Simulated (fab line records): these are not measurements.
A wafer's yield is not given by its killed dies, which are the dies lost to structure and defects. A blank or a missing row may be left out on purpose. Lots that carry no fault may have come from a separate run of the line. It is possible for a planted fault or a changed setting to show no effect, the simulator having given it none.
Matching of chambers | flow sky130 | SKY_CAPM_CVD_00 on pecvd-04 has 3 sister chambers
The step deposits SiO2, target thk 15.5 nm. 3 wafers are shown with their chamber, then 10 later ones without.

## EACH WAFER AND ITS CHAMBER
wafer  | chamber | heater_power_w (W)
L085.1 | 1       | 779
L089.1 | 2       | 596
L089.2 | 0       | 591

## WAFERS MISSING THEIR CHAMBER
wafer  | heater_power_w (W)
L089.4 | 600
L092.2 | 703
L092.3 | 651
L092.6 | 531
L095.2 | 627
L095.4 | 640
L095.5 | 677
L096.1 | 642
L096.5 | 671
L096.6 | 639

## WHICH CHAMBER EACH ONE RAN IN
wafer  | from the rows above          | in truth
L089.4 | can't be placed: 2 or 0      | 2
L092.2 | can't be placed: 1 or 2 or 0 | 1
L092.3 | can't be placed: 2 or 0 or 1 | 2
L092.6 | can't be placed: 0 or 2      | 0
L095.2 | can't be placed: 2 or 0      | 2
L095.4 | can't be placed: 2 or 0 or 1 | 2
L095.5 | can't be placed: 2 or 0 or 1 | 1
L096.1 | can't be placed: 2 or 0 or 1 | 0
L096.5 | can't be placed: 2 or 0 or 1 | 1
L096.6 | can't be placed: 2 or 0 or 1 | 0
Placed correctly: 0 of 10. These rows do not allow placing 10 (true chamber among the candidates in 10). 0 placed wrongly.
How it was worked out, from the rows above alone: a wafer's distance from a chamber is the root of the sum, over the readings, of the square of ((its reading less the chamber's mean) divided by the reading's scatter). The wafer belongs to the nearest chamber; if the next one is less than 2 further off, it can't be placed. A chamber's mean is the mean of its shown wafers. The scatter: with one shown wafer a chamber, the root of the mean of the squares of how far each hidden wafer lies from its nearest shown one.
